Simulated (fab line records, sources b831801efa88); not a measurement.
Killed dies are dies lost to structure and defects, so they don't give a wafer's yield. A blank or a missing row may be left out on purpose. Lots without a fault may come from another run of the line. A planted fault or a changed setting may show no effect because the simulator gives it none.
fab line records | flow sky130
record lots=6 wafers=18 last_day=50
route steps=708 shown LDD_HVN@274 LDD_HVP@278 LDD_LDN@289 SPACER@304 POLY_CUT@307 PAD_OPEN@708
lots that met no fault: from a run of the same line without faults
start_h: hours from the record's first day to the start of the lot's first wafer shown | wait_h: hours since the lot's step before | " the same as in the row above | L1.1+2: a row that stands for several wafers | - no value, or no start given | * or withheld: withheld | < > ~ a bound
route shown NAME@n: a module of which the file shows steps, and the number in the route of the first | usual: mean/standard deviation of fault-free wafers | same: alike in all rows | chamber/n: place in a boat | sites: the reading at each site | _std_site: their standard deviation | _edge_site: outer sites' mean less inner sites' | radius_mm: how far each site lies from the wafer's centre | mask NAME#n: copy n | behind: the tool/chamber that last shaped the wafer | hold: why the lot was held/for how many hours/how that ended | device: the transistor (n, p or np) that didn't switch | end of line: the same wafers' tests at the end of the route | a step without rows: its recipe alone | killed: dies lost to structure and defects at the first sort, not the wafer's yield | map: a wafer's dies, x killed, . not, _ none there
set.NAME: the setting as run; set.NAME@STEP: as run at that earlier step | model.NAME: the simulator's own value behind a step, which no gauge read
lots at some steps of the route; a table a step, a row a wafer
services: from which hour (start_h, from the record's first day; less than 0 if before it) a tool's chamber was out of use, for how many hours, and why
## steps
# step SKY_LDD_HVN_OVL_MEAS_07
# usual LDD_HVN_OVL=-0.1/1.4
# columns lot.wafer tool chamber start_h wait_h LDD_HVN_OVL[nm]
L558.2 overlay-01 - 495.45 0.1 0.9
L558.3 " - " " 0.3
L558.6 " - " " -0.1
L560.2 overlay-02 - 507.00 0.1 -1.7
L560.3 " - " " 1.6
L560.4 " - " " 0.0
L562.3 overlay-02 - 525.38 0.1 0.8
L562.4 " - " " -0.9
L562.6 " - " " 1.4
L567.3 overlay-02 - 575.21 0.1 -1.5
L567.5 " - " " 1.1
L567.6 " - " " -1.1
L569.3 overlay-01 - 592.98 0.1 0.1
L569.4 " - " " 0.3
L569.6 " - " " 1.8
L577.1 overlay-01 - 650.12 0.1 -0.6
L577.4 " - " " 2.0
L577.6 " - " " 1.3
# step SKY_LDD_HVN_IMPLANT_08
# recipe species=P energy_kev=60 dose_cm2=3e+13 tilt_deg=40
# step SKY_LDD_HVN_STRIP_09
# recipe chemistry=O2/N2 power_w=1400 pressure_mtorr=1500 platen_temp_c=withheld o2_flow_sccm=3000 n2_flow_sccm=300 overash_fraction=0.5
# usual drypump_motor_current_A=5.8/0.47 oes_product_au=0.407/0.0044 strip_time_to_endpoint_s=4.135/0.014
# columns lot.wafer tool chamber start_h wait_h drypump_motor_current_A oes_product_au rf_hours_counter_h strip_time_to_endpoint_s
L558.2 plasma_asher-01 0 495.63 0.1 6.1 0.408 76 4.111
L558.3 " 0 " " 6.1 0.405 - 4.124
L558.6 " 1 " " 5.4 0.413 - 4.129
L560.2 plasma_asher-03 0 507.47 0.1 5.0 0.408 69 4.129
L560.3 " 0 " " 5.0 0.407 - 4.128
L560.4 " 1 " " 5.8 0.411 - 4.123
L562.3 plasma_asher-01 0 525.60 0.1 6.1 0.410 - 4.139
L562.4 " 1 " " 5.4 0.411 - 4.128
L562.6 " 1 " " 5.4 0.401 - 4.141
L567.3 plasma_asher-02 1 575.42 0.1 6.3 0.398 - 4.153
L567.5 " 0 " " 6.4 0.408 - 4.123
L567.6 " 1 " " 6.3 0.407 - 4.142
L569.3 plasma_asher-01 1 593.18 0.1 5.4 0.406 - 4.124
L569.4 " 0 " " 6.1 0.404 - 4.142
L569.6 " 0 " " 6.1 0.412 - 4.132
L577.1 plasma_asher-02 1 650.30 0.1 6.3 0.411 23 4.131
L577.4 " 1 " " 6.3 0.407 - 4.117
L577.6 " 1 " " 6.3 0.402 - 4.126
# step SKY_LDD_HVN_TW_MEAS_10
# usual LDD_HVN_TW=1448/5.8
# columns lot.wafer tool chamber start_h wait_h LDD_HVN_TW
L558.2 film_metro-02 - 495.74 0.1 1465
L558.3 " - " " 1447
L558.6 " - " " 1461
L560.2 film_metro-01 - 507.58 0.1 1442
L560.3 " - " " 1440
L560.4 " - " " 1439
L562.3 film_metro-02 - 525.69 0.1 1452
L562.4 " - " " 1459
L562.6 " - " " 1456
L567.3 film_metro-02 - 575.50 0.1 1451
L567.5 " - " " 1443
L567.6 " - " " 1441
L569.3 film_metro-02 - 593.27 0.1 1449
L569.4 " - " " 1447
L569.6 " - " " 1444
L577.1 film_metro-01 - 650.40 0.1 1447
L577.4 " - " " 1439
L577.6 " - " " 1445
# step SKY_LDD_HVP_DEHYDRATE_00
# recipe temp_c=200 time_s=60
# step SKY_LDD_HVP_HMDS_01
# recipe prime_time_s=60 prime_temp_c=120
# step SKY_LDD_HVP_COAT_02
# recipe resist=NOVOLAK spin_rpm=3000 resist_thk_nm=300
# step SKY_LDD_HVP_SOFTBAKE_03
# recipe temp_c=90 time_s=60 resist=NOVOLAK
# step SKY_LDD_HVP_EXPOSE_04
# recipe mask_id=HVPTM na=0.6 source_shape=conventional sigma_outer=0.6 polarization=unpolarized target_cd_nm=700 dose_mj=86
# step SKY_LDD_HVP_PEB_05
# recipe temp_c=withheld time_s=* resist=NOVOLAK
# step SKY_LDD_HVP_DEVELOP_06
# recipe resist=NOVOLAK developer=TMAH develop_time_s=60 dev_temp_c=23
# step SKY_LDD_HVP_OVL_MEAS_07
# usual LDD_HVP_OVL=0.2/1.4
# columns lot.wafer tool chamber start_h wait_h LDD_HVP_OVL[nm]
L558.2 overlay-01 - 525.24 0.1 -0.1
L558.3 " - " " 0.3
L558.6 " - " " -1.4
L560.2 overlay-01 - 536.94 0.1 1.0
L560.3 " - " " -0.3
L560.4 " - " " -0.5
L562.3 overlay-01 - 555.56 0.1 0.0
L562.4 " - " " 0.8
L562.6 " - " " -0.2
L567.3 overlay-01 - 604.26 0.1 -0.3
L567.5 " - " " 0.0
L567.6 " - " " -0.4
L569.3 overlay-01 - 622.66 0.1 1.2
L569.4 " - " " 0.9
L569.6 " - " " -0.9
L577.1 overlay-02 - 678.32 0.1 2.2
L577.4 " - " " 0.7
L577.6 " - " " -0.2
# step SKY_LDD_HVP_IMPLANT_08
# recipe species=B energy_kev=20 dose_cm2=1.7e+13 tilt_deg=17.9
# columns lot.wafer tool chamber start_h wait_h
L558.2+3+6 implanter-03 0 525.29 0.0
L560.2+3+4 implanter-03 0 536.99 0.0
L562.3+4+6 implanter-01 0 555.63 0.1
L567.3+5+6 implanter-03 0 604.33 0.1
L569.3+4+6 implanter-03 0 622.73 0.1
L577.1+4+6 implanter-01 0 678.36 0.0
# step SKY_LDD_HVP_STRIP_09
# recipe chemistry=O2/N2 power_w=1400 pressure_mtorr=1500 platen_temp_c=withheld o2_flow_sccm=3000 n2_flow_sccm=300 overash_fraction=0.5
# usual drypump_motor_current_A=5.6/0.57 oes_product_au=0.408/0.005 strip_time_to_endpoint_s=4.136/0.016
# columns lot.wafer tool chamber start_h wait_h drypump_motor_current_A oes_product_au rf_hours_counter_h strip_time_to_endpoint_s
L558.2 plasma_asher-03 1 525.42 0.1 5.8 0.412 71 4.139
L558.3 " 0 " " 5.0 0.408 - 4.135
L558.6 " 0 " " 5.0 0.408 - 4.136
L560.2 plasma_asher-03 1 537.12 0.1 5.8 0.409 72 4.123
L560.3 " 0 " " 5.0 0.410 - 4.145
L560.4 " 1 " " 5.8 0.406 - 4.122
L562.3 plasma_asher-04 0 555.77 0.1 5.1 0.406 - 4.088
L562.4 " 1 " " 5.1 0.399 - 4.120
L562.6 " 0 " " 5.1 0.396 - 4.120
L567.3 plasma_asher-03 1 604.47 0.1 5.9 0.406 - 4.146
L567.5 " 1 " " 5.9 0.410 - 4.133
L567.6 " 0 " " 5.0 0.409 - 4.141
L569.3 plasma_asher-04 0 622.87 0.1 5.1 0.408 - 4.131
L569.4 " 1 " " 5.1 0.407 - 4.129
L569.6 " 0 " " 5.1 0.407 - 4.131
L577.1 plasma_asher-04 1 678.51 0.1 5.1 0.414 51 4.141
L577.4 " 0 " " 5.1 0.408 - 4.142
L577.6 " 0 " " 5.2 0.403 - 4.159
# step SKY_LDD_HVP_TW_MEAS_10
# usual LDD_HVP_TW=459/3.5
# columns lot.wafer tool chamber start_h wait_h LDD_HVP_TW
L558.2 film_metro-02 - 525.53 0.1 461
L558.3 " - " " 459
L558.6 " - " " 459
L560.2 film_metro-03 - 537.23 0.1 453
L560.3 " - " " 454
L560.4 " - " " 451
L562.3 film_metro-01 - 555.85 0.1 463
L562.4 " - " " 462
L562.6 " - " " 463
L567.3 film_metro-02 - 604.55 0.1 456
L567.5 " - " " 455
L567.6 " - " " 458
L569.3 film_metro-02 - 622.95 0.1 455
L569.4 " - " " 455
L569.6 " - " " 457
L577.1 film_metro-02 - 678.61 0.1 460
L577.4 " - " " 459
L577.6 " - " " 460
# step SKY_LDD_LDN_DEHYDRATE_00
# recipe temp_c=200 time_s=60
# step SKY_LDD_LDN_HMDS_01
# recipe prime_time_s=60 prime_temp_c=120
# step SKY_LDD_LDN_COAT_02
# recipe resist=NOVOLAK spin_rpm=3000 resist_thk_nm=1140
# step SKY_LDD_LDN_SOFTBAKE_03
# recipe temp_c=90 time_s=60 resist=NOVOLAK
# step SKY_LDD_LDN_EXPOSE_04
# recipe mask_id=LDNTM na=0.6 source_shape=conventional sigma_outer=0.6 polarization=unpolarized target_cd_nm=700 dose_mj=140
# step SKY_LDD_LDN_PEB_05
# recipe temp_c=withheld time_s=* resist=NOVOLAK
# step SKY_LDD_LDN_DEVELOP_06
# recipe resist=NOVOLAK developer=TMAH develop_time_s=60 dev_temp_c=23
# step SKY_LDD_LDN_OVL_MEAS_07
# usual LDD_LDN_OVL=0.0/1.4
# columns lot.wafer tool chamber start_h wait_h LDD_LDN_OVL[nm]
L558.2 overlay-02 - 555.54 0.1 1.7
L558.3 " - " " 0.9
L558.6 " - " " 1.8
L560.2 overlay-01 - 567.03 0.1 -0.6
L560.3 " - " " -0.7
L560.4 " - " " -1.2
L562.3 overlay-02 - 585.28 0.1 -1.8
L562.4 " - " " 0.7
L562.6 " - " " -0.8
L567.3 overlay-01 - 633.83 0.1 -1.8
L567.5 " - " " -0.8
L567.6 " - " " 0.7
L569.3 overlay-01 - 652.35 0.1 -1.8
L569.4 " - " " -2.2
L569.6 " - " " 0.3
L577.1 overlay-02 - 705.62 0.1 2.8
L577.4 " - " " 1.7
L577.6 " - " " 0.3
# step SKY_LDD_LDN_IMPLANT_08
# recipe species=As energy_kev=15 dose_cm2=1.25e+13 tilt_deg=withheld rotation_deg=23
# step SKY_LDD_LDN_IMPLANT_09
# recipe species=As energy_kev=15 dose_cm2=1.25e+13 tilt_deg=withheld rotation_deg=113
# step SKY_LDD_LDN_IMPLANT_10
# recipe species=As energy_kev=15 dose_cm2=1.25e+13 tilt_deg=withheld rotation_deg=203
# step SKY_LDD_LDN_IMPLANT_11
# recipe species=As energy_kev=15 dose_cm2=1.25e+13 tilt_deg=withheld rotation_deg=293
# step SKY_LDD_LDN_STRIP_12
# recipe chemistry=O2/N2 power_w=1400 pressure_mtorr=1500 platen_temp_c=withheld o2_flow_sccm=3000 n2_flow_sccm=300 overash_fraction=0.5
# usual drypump_motor_current_A=5.8/0.56 oes_product_au=0.715/0.0048 strip_time_to_endpoint_s=14.21/0.041
# columns lot.wafer tool chamber start_h wait_h drypump_motor_current_A oes_product_au rf_hours_counter_h strip_time_to_endpoint_s
L558.2 plasma_asher-02 1 556.17 0.1 6.3 0.719 12 14.20
L558.3 " 1 " " 6.3 0.721 - 14.21
L558.6 " 0 " " 6.4 0.717 - 14.21
L560.2 plasma_asher-04 0 567.66 0.1 5.1 0.716 43 14.24
L560.3 " 0 " " 5.1 0.708 - 14.25
L560.4 " 1 " " 5.1 0.714 - 14.23
L562.3 plasma_asher-02 0 585.93 0.1 6.4 0.723 - 14.26
L562.4 " 1 " " 6.3 0.713 - 14.27
L562.6 " 1 " " 6.3 0.713 - 14.23
L567.3 plasma_asher-04 0 634.48 0.1 5.1 0.709 - 14.23
L567.5 " 0 " " 5.1 0.714 - 14.27
L567.6 " 1 " " 5.1 0.718 - 14.23
L569.3 plasma_asher-04 0 653.00 0.1 5.1 0.713 - 14.15
L569.4 " 1 " " 5.1 0.711 - 14.14
L569.6 " 0 " " 5.1 0.720 - 14.16
L577.1 plasma_asher-02 1 706.25 0.1 6.3 0.722 29 14.19
L577.4 " 1 " " 6.3 0.721 - 14.17
L577.6 " 1 " " 6.3 0.709 - 14.16
# step SKY_LDD_LDN_TW_MEAS_13
# usual LDD_LDN_TW=1484/12
# columns lot.wafer tool chamber start_h wait_h LDD_LDN_TW
L558.2 film_metro-03 - 556.28 0.1 1472
L558.3 " - " " 1463
L558.6 " - " " 1474
L560.2 film_metro-03 - 567.77 0.1 1466
L560.3 " - " " 1463
L560.4 " - " " 1473
L562.3 film_metro-03 - 586.02 0.1 1472
L562.4 " - " " 1464
L562.6 " - " " 1469
L567.3 film_metro-04 - 634.57 0.1 1491
L567.5 " - " " 1485
L567.6 " - " " 1491
L569.3 film_metro-01 - 653.09 0.1 1482
L569.4 " - " " 1490
L569.6 " - " " 1485
L577.1 film_metro-01 - 706.35 0.1 1483
L577.4 " - " " 1486
L577.6 " - " " 1485
# step SKY_LDD_LDN_CLEAN_14
# recipe chemistry=SC1/SC2 mix=1:4:20 temp_c=70 time_s=150 dry=n2_spin
# step SKY_SPACER_CVD_00
# recipe material=Si3N4 precursor=DCS/NH3 target_thk_nm=43.1 temp_c=770 time_s=740 pressure_mtorr=250
# step SKY_SPACER_THK_MEAS_01
# recipe reads=Si3N4_of_SPACER_CVD_00
# usual SPACER_CVD_00_THK=43.1/0.44
# columns lot.wafer tool chamber start_h wait_h SPACER_CVD_00_THK[nm]
L558.2 film_metro-02 - 559.99 0.0 43.5
L558.3 " - " " 43.8
L558.6 " - " " 43.4
L560.2 film_metro-02 - 569.69 0.0 42.8
L560.3 " - " " 42.7
L560.4 " - " " 43.1
L562.3 film_metro-04 - 587.94 0.0 43.2
L562.4 " - " " 43.2
L562.6 " - " " 42.9
L567.3 film_metro-03 - 635.89 0.0 43.7
L567.5 " - " " 43.6
L567.6 " - " " 43.2
L569.3 film_metro-04 - 655.88 0.0 43.4
L569.4 " - " " 43.5
L569.6 " - " " 42.9
L577.1 film_metro-04 - 708.12 0.0 43.8
L577.4 " - " " 43.6
L577.6 " - " " 43.7
# step SKY_SPACER_ETCHBACK_02
# recipe chemistry=CH3F/O2 target=Si3N4 stop_on=SiO2 source_w=400 bias_w=80 pressure_mtorr=25 ch3f_flow_sccm=40 O2_flow_sccm=30 time_s=46.7 target_depth_a=450
# usual drypump_motor_current_A=5.5/0.42 oes_product_au=0.855/0.0071 throttle_valve_pct=10.562/0.0088
# same time_s=46.7
# columns lot.wafer tool chamber start_h wait_h drypump_motor_current_A oes_product_au rf_hours_counter_h throttle_valve_pct
L558.2 rie_diel-01 3 560.04 0.0 5.0 0.863 5 10.557
L558.3 " 0 " " 5.1 0.864 15 10.561
L558.6 " 1 " " 5.4 0.859 - 10.552
L560.2 rie_diel-01 1 569.74 0.0 5.4 0.846 69 10.559
L560.3 " 2 " " 5.4 0.849 2 10.560
L560.4 " 3 " " 5.0 0.861 5 10.571
L562.3 rie_diel-03 0 587.98 0.0 4.9 0.859 3 10.561
L562.4 " 1 " " 4.9 0.860 0 10.566
L562.6 " 0 " " 4.9 0.850 - 10.577
L567.3 rie_diel-02 1 635.93 0.0 6.0 0.858 1 10.575
L567.5 " 0 " " 5.8 0.856 - 10.568
L567.6 " 1 " " 6.0 0.862 - 10.551
L569.3 rie_diel-01 3 655.92 0.0 5.0 0.857 7 10.557
L569.4 " 1 " " 5.5 0.857 - 10.562
L569.6 " 0 " " 5.1 0.855 - 10.575
L577.1 rie_diel-03 2 708.18 0.1 6.0 0.864 11 10.554
L577.4 " 0 " " 4.9 0.863 6 10.559
L577.6 " 1 " " 4.9 0.864 - 10.571
# step SKY_POLY_CUT_DEHYDRATE_00
# recipe temp_c=200 time_s=60
# step SKY_POLY_CUT_HMDS_01
# recipe prime_time_s=60 prime_temp_c=120
# step SKY_POLY_CUT_COAT_02
# recipe resist=BARC temp_c=withheld time_s=withheld spin_rpm=3000 resist_thk_nm=60
# step SKY_POLY_CUT_COAT_03
# recipe resist=KrF-thick spin_rpm=3000 resist_thk_nm=450
# step SKY_POLY_CUT_SOFTBAKE_04
# recipe temp_c=100 time_s=90 resist=KrF-thick
# step SKY_POLY_CUT_EXPOSE_05
# recipe mask_id=NPCM na=0.8 source_shape=annular sigma_inner=0.55 sigma_outer=0.85 target_cd_nm=270 dose_mj=32
# step SKY_POLY_CUT_PEB_06
# recipe peb_temp_c=withheld peb_time_s=withheld resist=KrF-thick
# step SKY_POLY_CUT_DEVELOP_07
# recipe develop_time_s=60 resist=KrF-thick dev_temp_c=21
# step SKY_POLY_CUT_CD_MEAS_08
# recipe target_cd_nm=270
# usual cd_nm=269.5/1.3
# columns lot.wafer tool chamber start_h wait_h cd_nm
L558.2 cd_sem-01 - 589.32 - 268.7
L558.3 " - " " 269.0
L558.6 " - " " 267.9
L560.2 cd_sem-01 - 599.35 - 271.4
L560.3 " - " " 270.2
L560.4 " - " " 270.4
L562.3 cd_sem-02 - 616.89 - 271.0
L562.4 " - " " 268.6
L562.6 " - " " 269.1
L567.3 cd_sem-01 - 664.27 - 269.6
L567.5 " - " " 268.4
L567.6 " - " " 269.0
L569.3 cd_sem-01 - 683.90 - 270.3
L569.4 " - " " 269.7
L569.6 " - " " 269.7
L577.1 cd_sem-02 - 735.83 - 267.1
L577.4 " - " " 268.5
L577.6 " - " " 266.4
# step SKY_PAD_OPEN_PROBE_99
# usual killed_at_M0_to_M3=43/7.4 killed_at_M4_up=3.1/1.9 killed_at_contacts=25/5.4 killed_at_front_end=15/4.3 killed_at_other=0.3/0.54 killed_dies=86/10 killed_open=46/7.4 killed_short=40/7
# same gross_dies=492 killed_at_back_side=0
# columns lot.wafer tool chamber start_h wait_h killed_at_M0_to_M3 killed_at_M4_up killed_at_contacts killed_at_front_end killed_at_other killed_dies killed_open killed_short model.etest.tip_p_5v.rs_ohm_sq_range model.etest.tip_p_5v.rs_ohm_sq_rim_less_centre
L558.2 prober-02 - 1097.85 0.1 53 4 30 12 0 99 58 41 56.26 9.284
L558.3 prober-02 - 1097.90 0.2 30 2 29 16 1 78 42 36 121.6 22.58
L558.6 prober-02 - 1098.05 0.2 47 6 23 14 0 90 49 41 49.94 -26.03
L560.2 prober-02 - 1105.40 0.1 46 3 22 15 1 87 48 39 94.33 -19.6
L560.3 prober-02 - 1105.45 0.2 40 7 25 8 0 80 35 45 85.8 1.322
L560.4 prober-02 - 1105.50 0.2 75 4 18 21 0 118 61 57 72.21 -3.887
L562.3 prober-02 - 1119.94 0.2 43 6 24 19 0 92 37 55 76.65 0.529
L562.4 prober-02 - 1119.99 0.2 43 2 25 16 2 88 51 36 97.59 -41.34
L562.6 prober-02 - 1120.09 0.2 43 1 21 22 0 87 40 47 91.63 14.46
L567.3 prober-01 - 1151.08 0.2 49 2 25 17 0 93 44 49 310.9 86.4
L567.5 prober-01 - 1151.18 0.2 52 0 38 10 0 100 59 41 346.7 38.32
L567.6 prober-01 - 1151.23 0.2 45 0 25 13 1 84 53 30 313.5 44.92
L569.3 prober-01 - 1162.84 0.2 48 3 20 13 1 85 43 41 335.3 57.23
L569.4 prober-01 - 1162.89 0.2 38 2 22 25 1 88 45 42 300.7 40.61
L569.6 prober-01 - 1162.99 0.2 40 2 20 17 0 79 39 40 317.1 75.24
L577.1 prober-01 - 1197.40 0.1 35 2 21 15 2 75 38 37 89.57 -4.873
L577.4 prober-01 - 1197.55 0.2 42 4 27 19 1 93 54 36 41.69 0.7047
L577.6 prober-01 - 1197.65 0.2 38 4 30 17 0 89 51 36 84.4 25.23
# killed by level:class
L558.2 VIA1:geometric_particle:open=14 CONTACT:geometric_particle:open=13 LI_CONTACT:geometric_particle:open=10 METAL2:geometric_particle:short=9 VIA1:geometric_particle:short=7 FIELD_ISO:geometric_particle:open=4 CONTACT:geometric_particle:short=4 METAL3:geometric_particle:short=4
L558.3 LI_CONTACT:geometric_particle:open=10 CONTACT:geometric_particle:open=8 METAL2:geometric_particle:short=6 FIELD_ISO:geometric_particle:open=5 FIELD_ISO:geometric_particle:short=5 LOCAL_INTERCONNECT:geometric_particle:short=5 VIA3:geometric_particle:open=5 POLY_GATE:geometric_particle:open=4
L558.6 VIA1:geometric_particle:open=15 CONTACT:geometric_particle:open=8 LI_CONTACT:geometric_particle:open=6 VIA2:geometric_particle:open=6 VIA3:geometric_particle:open=5 METAL4:geometric_particle:short=5 FIELD_ISO:geometric_particle:short=4 CONTACT:geometric_particle:short=4
L560.2 VIA1:geometric_particle:open=19 LI_CONTACT:geometric_particle:open=7 VIA1:geometric_particle:short=6 LOCAL_INTERCONNECT:geometric_particle:short=5 CONTACT:geometric_particle:open=5 METAL2:geometric_particle:short=5 VIA3:geometric_particle:open=5 SPACER:geometric_particle:short=4
L560.3 VIA1:geometric_particle:open=8 METAL2:geometric_particle:short=8 LI_CONTACT:geometric_particle:open=7 METAL4:geometric_particle:short=7 VIA2:geometric_particle:open=6 CONTACT:geometric_particle:short=5 LOCAL_INTERCONNECT:geometric_particle:short=5 CONTACT:geometric_particle:open=5
L560.4 VIA1:geometric_particle:open=17 VIA2:geometric_particle:open=13 METAL2:geometric_particle:short=9 LOCAL_INTERCONNECT:geometric_particle:short=8 VIA3:geometric_particle:open=8 FIELD_ISO:geometric_particle:short=6 METAL1:geometric_particle:short=6 FIELD_ISO:geometric_particle:open=5
L562.3 FIELD_ISO:geometric_particle:short=11 LI_CONTACT:geometric_particle:open=8 METAL2:geometric_particle:short=8 VIA1:geometric_particle:open=7 CONTACT:geometric_particle:open=5 VIA1:geometric_particle:short=5 POLY_GATE:geometric_particle:short=4 LI_CONTACT:geometric_particle:short=4
L562.4 VIA1:geometric_particle:open=11 LI_CONTACT:geometric_particle:open=10 POLY_GATE:geometric_particle:short=6 METAL2:geometric_particle:open=6 LI_CONTACT:geometric_particle:short=6 CONTACT:geometric_particle:short=5 POLY_GATE:geometric_particle:open=5 VIA1:geometric_particle:short=5
L562.6 LI_CONTACT:geometric_particle:open=8 VIA3:geometric_particle:open=8 METAL2:geometric_particle:short=7 FIELD_ISO:geometric_particle:short=6 METAL1:geometric_particle:short=6 VIA1:geometric_particle:open=6 CONTACT:geometric_particle:open=5 POLY_GATE:geometric_particle:short=4
L567.3 VIA1:geometric_particle:open=9 CONTACT:geometric_particle:open=8 VIA2:geometric_particle:open=7 LOCAL_INTERCONNECT:geometric_particle:short=6 VIA1:geometric_particle:short=6 LI_CONTACT:geometric_particle:short=5 METAL1:geometric_particle:short=5 METAL3:geometric_particle:short=5
L567.5 CONTACT:geometric_particle:open=15 VIA1:geometric_particle:open=14 LI_CONTACT:geometric_particle:open=8 LI_CONTACT:geometric_particle:short=6 METAL1:geometric_particle:short=6 VIA1:geometric_particle:short=6 VIA2:geometric_particle:open=5 LOCAL_INTERCONNECT:geometric_particle:short=4
L567.6 VIA1:geometric_particle:open=13 LI_CONTACT:geometric_particle:open=8 CONTACT:geometric_particle:open=8 VIA2:geometric_particle:open=7 VIA3:geometric_particle:open=5 POLY_GATE:geometric_particle:open=4 POLY_GATE:geometric_particle:short=4 LI_CONTACT:geometric_particle:short=4
L569.3 VIA1:geometric_particle:open=11 VIA3:geometric_particle:open=9 CONTACT:geometric_particle:open=7 VIA1:geometric_particle:short=7 FIELD_ISO:geometric_particle:short=6 METAL2:geometric_particle:short=6 METAL1:geometric_particle:short=6 LI_CONTACT:geometric_particle:open=5
L569.4 VIA1:geometric_particle:open=10 LI_CONTACT:geometric_particle:open=6 LOCAL_INTERCONNECT:geometric_particle:short=6 POLY_GATE:geometric_particle:open=5 CONTACT:geometric_particle:open=5 VIA2:geometric_particle:open=5 FIELD_ISO:geometric_particle:short=4 SPACER:geometric_particle:short=4
L569.6 VIA1:geometric_particle:open=11 VIA1:geometric_particle:short=8 POLY_GATE:geometric_particle:short=6 LI_CONTACT:geometric_particle:open=6 METAL1:geometric_particle:short=5 VIA3:geometric_particle:open=5 FIELD_ISO:geometric_particle:open=4 LOCAL_INTERCONNECT:geometric_particle:short=4
L577.1 CONTACT:geometric_particle:open=9 VIA1:geometric_particle:open=9 METAL1:geometric_particle:short=8 FIELD_ISO:geometric_particle:open=5 CONTACT:geometric_particle:short=5 VIA2:geometric_particle:open=5 FIELD_ISO:geometric_particle:short=4 METAL2:geometric_particle:short=4
L577.4 VIA1:geometric_particle:open=12 CONTACT:geometric_particle:open=11 LI_CONTACT:geometric_particle:open=8 METAL2:geometric_particle:short=8 FIELD_ISO:geometric_particle:short=6 VIA3:geometric_particle:open=5 METAL1:geometric_particle:short=4 POLY_GATE:geometric_particle:short=3
L577.6 CONTACT:geometric_particle:open=15 LI_CONTACT:geometric_particle:open=8 VIA1:geometric_particle:open=8 METAL1:geometric_particle:short=5 POLY_GATE:geometric_particle:open=5 VIA2:geometric_particle:open=5 FIELD_ISO:geometric_particle:short=4 METAL2:geometric_particle:short=4
## services
# columns tool chamber start_h hours kind
implanter-01 - 474.94 5.0 repair
rie_diel-01 1 500.92 6.0 repair
plasma_asher-03 - 501.87 4.3 repair
rie_diel-03 3 502.52 35.3 repair
implanter-01 - 527.62 1.9 repair
plasma_asher-04 - 530.05 0.4 repair
implanter-01 - 535.82 6.0 pm
plasma_asher-02 - 536.14 2.8 pm
implanter-03 - 541.86 3.9 pm
implanter-03 - 546.32 1.6 repair
implanter-03 - 559.10 6.6 repair
rie_diel-01 2 560.01 3.6 repair
implanter-01 - 564.17 3.5 repair
rie_diel-03 0 568.53 1.9 repair
plasma_asher-04 - 572.29 35.1 repair
plasma_asher-04 - 579.90 4.8 repair
plasma_asher-01 - 607.63 14.6 pm
rie_diel-01 2 624.28 2.6 repair
plasma_asher-03 - 633.01 3.9 repair
rie_diel-01 2 636.14 132.0 repair
implanter-03 - 648.55 8.1 repair
plasma_asher-02 - 657.32 3.9 repair
plasma_asher-03 - 682.08 7.2 repair
rie_diel-01 0 685.59 11.3 repair
## key
first_sign none at tools or gauges
model_effect step=SKY_PAD_OPEN_PROBE_99 value=etest.tip_p_5v.rs_ohm_sq_range without=74.44 struck=320.7
met_at SKY_LDD_HVP_IMPLANT_08
struck_wafers L567.3,L567.5,L567.6,L569.3,L569.4,L569.6
tester_left_out L567,L569
onset_between 536.99 604.33
also_fits SKY_LDD_LDN_STRIP_12:plasma_asher-04
fault kind=process_parameter_drift tool=implanter-03 chamber=- onset_h=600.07 steps=SKY_LDD_HVP_IMPLANT_08 channel=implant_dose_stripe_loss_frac offset=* shape=step end_h=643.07
# tester_left_out: of these lots the tester's yield and bins aren't shown, on N5 and GAA mostly nor the transistor test; their killed dies are dies lost to structure and defects alone, not to doping, threshold or leakage, so they don't give the yield
